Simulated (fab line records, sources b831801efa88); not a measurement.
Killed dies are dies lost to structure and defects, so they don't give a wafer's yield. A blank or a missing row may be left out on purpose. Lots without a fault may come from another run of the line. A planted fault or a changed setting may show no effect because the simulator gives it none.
Which tool did it? | flow gf180mcu | 24 lots, 72 wafers sampled, at 3 steps of a route of 602

WHAT THE GAUGES READ, wafer by wafer
GF_M3_THK_MEAS_06: measures by xrf.
lot  | measured     | on            | M3_ALCU_THK (nm)
L074 | day 20 07:17 | film_metro-04 | 445 447 451
L075 | day 20 14:47 | film_metro-01 | 443 447 439
L076 | day 20 20:29 | film_metro-01 | 451 440 440
L077 | day 21 15:19 | film_metro-04 | 459 458 453
L078 | day 21 21:40 | film_metro-01 | 448 442 448
L079 | day 22 01:44 | film_metro-01 | 444 448 446
L080 | day 22 15:57 | film_metro-04 | 446 443 439
L081 | day 23 02:52 | film_metro-03 | 452 453 456
L082 | day 23 06:05 | film_metro-04 | 451 445 449
L083 | day 23 18:37 | film_metro-04 | 440 448 445
L084 | day 24 01:21 | film_metro-01 | 439 441 439
L085 | day 24 07:40 | film_metro-04 | 445 442 443
L086 | day 24 15:24 | film_metro-01 | 437 440 443
L087 | day 25 00:52 | film_metro-04 | 444 440 438
L088 | day 25 06:57 | film_metro-04 | 450 456 453
L089 | day 25 19:51 | film_metro-03 | 444 447 438
L090 | day 25 21:52 | film_metro-04 | 449 449 450
L091 | day 26 03:20 | film_metro-01 | 451 448 451
L092 | day 26 12:18 | film_metro-04 | 440 443 447
L093 | day 26 21:44 | film_metro-03 | 448 456 458
L094 | day 27 06:16 | film_metro-03 | 454 455 447
L095 | day 27 11:13 | film_metro-04 | 445 442 439
L096 | day 27 20:18 | film_metro-03 | 449 445 454
L097 | day 28 04:55 | film_metro-01 | 444 441 442

GF_V3_THK_MEAS_01.
lot  | measured     | on            | V3_CVD_00_THK (nm)
L074 | day 21 08:00 | film_metro-02 | 601 618 605
L075 | day 21 15:20 | film_metro-01 | 604 606 605
L076 | day 21 21:46 | film_metro-01 | 611 609 605
L077 | day 22 15:08 | film_metro-01 | 614 609 611
L078 | day 22 21:44 | film_metro-01 | 606 608 615
L079 | day 23 00:58 | film_metro-01 | 614 609 617
L080 | day 23 15:39 | film_metro-02 | 614 611 611
L081 | day 24 02:47 | film_metro-01 | 621 609 614
L082 | day 24 05:07 | film_metro-03 | 604 606 604
L083 | day 24 17:40 | film_metro-01 | 611 615 618
L084 | day 25 00:41 | film_metro-02 | 611 610 609
L085 | day 25 06:16 | film_metro-01 | 614 614 611
L086 | day 25 13:38 | film_metro-02 | 620 619 612
L087 | day 25 23:07 | film_metro-01 | 603 606 602
L088 | day 26 04:05 | film_metro-01 | 613 613 611
L089 | day 26 17:01 | film_metro-01 | 605 603 605
L090 | day 26 19:32 | film_metro-03 | 603 598 601
L091 | day 27 00:26 | film_metro-03 | 601 594 601
L092 | day 27 08:42 | film_metro-02 | 604 609 599
L093 | day 27 18:17 | film_metro-02 | 602 608 602
L094 | day 28 01:57 | film_metro-03 | 605 611 605
L095 | day 28 08:11 | film_metro-03 | 607 608 606
L096 | day 28 16:25 | film_metro-03 | 611 603 606
L097 | day 29 00:19 | film_metro-01 | 608 602 620

WHICH TOOL RAN EACH LOT (tool, then ch and the chambers of the sampled wafers, then the start)
lot  | GF_M3_SPUTTER_02
L074 | pvd_sputter-03, day 20 07:05
L075 | pvd_sputter-04, day 20 14:35
L076 | pvd_sputter-04, day 20 20:17
L077 | pvd_sputter-03, day 21 15:07
L078 | pvd_sputter-04, day 21 21:26
L079 | pvd_sputter-03, day 22 01:31
L080 | pvd_sputter-04, day 22 15:44
L081 | pvd_sputter-02, day 23 02:38
L082 | pvd_sputter-02, day 23 05:52
L083 | pvd_sputter-04, day 23 18:23
L084 | pvd_sputter-02, day 24 01:07
L085 | pvd_sputter-04, day 24 07:28
L086 | pvd_sputter-02, day 24 15:11
L087 | pvd_sputter-04, day 25 00:39
L088 | pvd_sputter-02, day 25 06:44
L089 | pvd_sputter-04, day 25 19:37
L090 | pvd_sputter-02, day 25 21:40
L091 | pvd_sputter-02, day 26 03:08
L092 | pvd_sputter-03, day 26 12:05
L093 | pvd_sputter-03, day 26 21:31
L094 | pvd_sputter-04, day 27 06:02
L095 | pvd_sputter-04, day 27 10:58
L096 | pvd_sputter-03, day 27 20:05
L097 | pvd_sputter-03, day 28 04:41
- GF_M3_SPUTTER_02: material AlCu, target thk 450 nm, time 23.9 s.

WHAT THE TOOLS THEMSELVES READ (means of the sampled wafers that have a number; where no wafer has one, the mark that the record gives instead)
GF_M3_SPUTTER_02.
lot  | tool           | throttle_valve_pct (%)
L074 | pvd_sputter-03 | 30.3
L075 | pvd_sputter-04 | 29.7
L076 | pvd_sputter-04 | 29.9
L077 | pvd_sputter-03 | 29.7
L078 | pvd_sputter-04 | 30.0
L079 | pvd_sputter-03 | 30.2
L080 | pvd_sputter-04 | 29.9
L081 | pvd_sputter-02 | 28.7
L082 | pvd_sputter-02 | 28.2
L083 | pvd_sputter-04 | 29.7
L084 | pvd_sputter-02 | 29.1
L085 | pvd_sputter-04 | 29.8
L086 | pvd_sputter-02 | 28.6
L087 | pvd_sputter-04 | 29.7
L088 | pvd_sputter-02 | 28.9
L089 | pvd_sputter-04 | 29.8
L090 | pvd_sputter-02 | 28.9
L091 | pvd_sputter-02 | 29.0
L092 | pvd_sputter-03 | 30.3
L093 | pvd_sputter-03 | 30.4
L094 | pvd_sputter-04 | 29.4
L095 | pvd_sputter-04 | 29.7
L096 | pvd_sputter-03 | 30.2
L097 | pvd_sputter-03 | 29.7

THE ANSWER, worked out from the rows above alone
Rule: what is usual is taken from the lots themselves. Put in order of their means at a reading, lots are off if they are a third of the lots or fewer, leave a main group of 4 or more, and stand apart from it by a gap of 3 or more times the standard deviation of the main group's means; of several such gaps the widest counts. A main group whose means are all the same, to the digits that the tables above print for the reading, isn't used. A lot without any number at a reading at which 4 lots or more have one is off too. The other lots that the step has rows for count as sound. The gauges are gone through in route order, then the tools' own readings, and for those a lot's mean is taken as printed above. The first step at which some lot is off is used, and at that step the reading that is off furthest; a lot without a number counts as furthest.
No lot is off at any reading shown: from this, nothing can be told.

WHAT THE SIMULATOR HAD PUT IN
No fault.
